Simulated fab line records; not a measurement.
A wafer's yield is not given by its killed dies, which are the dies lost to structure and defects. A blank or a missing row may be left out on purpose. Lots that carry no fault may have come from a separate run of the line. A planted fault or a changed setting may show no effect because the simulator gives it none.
A lot that was struck, set against a sound lot | flow gf180mcu | 14 steps out of a route of 602
Sound: these wafers, L562.1, L562.2, L562.3. Wafers struck: L554.1, L554.2, L554.4. At the end, the cause is stated.
Each step with rows lists, per side, the tool, then ch with its chambers, then its first start. Under that, the readings that differ: sound wafers | struck wafers | difference of the means | sigmas: that difference in standard deviations of wafers without a fault.
alike: words and numbers the same on both sides, and readings whose means are apart by under 2 such deviations; not compared: readings that were withheld, readings missing a value for some wafer, numbers with overlapping values and no deviation given by the record, and bounds like >300 which may hide the same value.
The two part at a step that has a row with sigmas, a row that says differs or no value, or rows on one side only. Non-overlapping numbers with no deviation appear without sigmas and do not part them. A reading that every wafer of one side lacks parts them only if that side has two wafers or more.

first, 4 steps without rows for these wafers: GF_M1_SOFTBAKE_10 (time 60 s); GF_M1_EXPOSE_11 (exposes mask Metal1, target cd 230 nm); GF_M1_PEB_12 (peb time 90 s); GF_M1_DEVELOP_13 (develop time 60 s).
GF_M1_CD_MEAS_14 targets a cd of 230 nm.
  struck on cd_sem-02, day 20 01:00; sound on cd_sem-02, day 22 17:48
  alike: cd_nm
GF_M1_OVL_MEAS_15:
  struck on overlay-02, day 20 01:07; sound on overlay-02, day 22 17:55
  alike: M1_OVL
GF_M1_METAL_ETCH_16: etches the open film in Cl2/BCl3, stops on SiO2, target depth 627.5 nm, time 104.6 s.
  sound on rie_metal-01 ch 0,1, day 22 17:58; struck on rie_metal-04 ch 0,1, day 20 01:10
  alike: drypump_motor_current_A, oes_product_au, throttle_valve_pct
  not compared: rf_hours_counter_h
GF_M1_STRIP_17: strips in O2/N2.
  sound on plasma_asher-03 ch 0,1, day 22 18:04; struck on plasma_asher-04 ch 0,1, day 20 01:16
  alike: drypump_motor_current_A, heater_power_w, oes_product_au, platen_temp_c, strip_time_to_endpoint_s
  not compared: rf_hours_counter_h
then, 3 steps without rows for these wafers: GF_M1_STRIP_18 (strips in post etch residue remover, time 1200 s); GF_M1_CLEAN_19 (cleans in DIW); GF_V1_CVD_00 (deposits SiO2, target thk 600 nm, time 100 s).
GF_V1_THK_MEAS_01:
  struck on film_metro-03, day 20 01:57; sound on film_metro-04, day 22 18:43
  alike: V1_CVD_00_THK
GF_V1_CVD_02: deposits SiO2 from TEOS, target thk 850 nm, time 94.851 s.
  sound on pecvd-03 ch 0,1, day 22 18:46; struck on pecvd-02 ch 1,2, day 20 02:01
  no value came back on the struck wafers for heater_power_outer_w (W), heater_power_w (W), susceptor_temp_C (C); on the sound wafers heater_power_outer_w (W) reads 347 443 375
GF_PASSIVATION_PROBE_99:
  rows exist in the record for the sound wafers here (prober-02, day 33 07:01), none for the struck ones

## WHERE THEY PART
At GF_V1_CVD_02 first; at GF_PASSIVATION_PROBE_99 last (within this record only).

WHY: what the simulator had put in
Whole step skipped at GF_V1_CVD_02 on pecvd-02, starting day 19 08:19. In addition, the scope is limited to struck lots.
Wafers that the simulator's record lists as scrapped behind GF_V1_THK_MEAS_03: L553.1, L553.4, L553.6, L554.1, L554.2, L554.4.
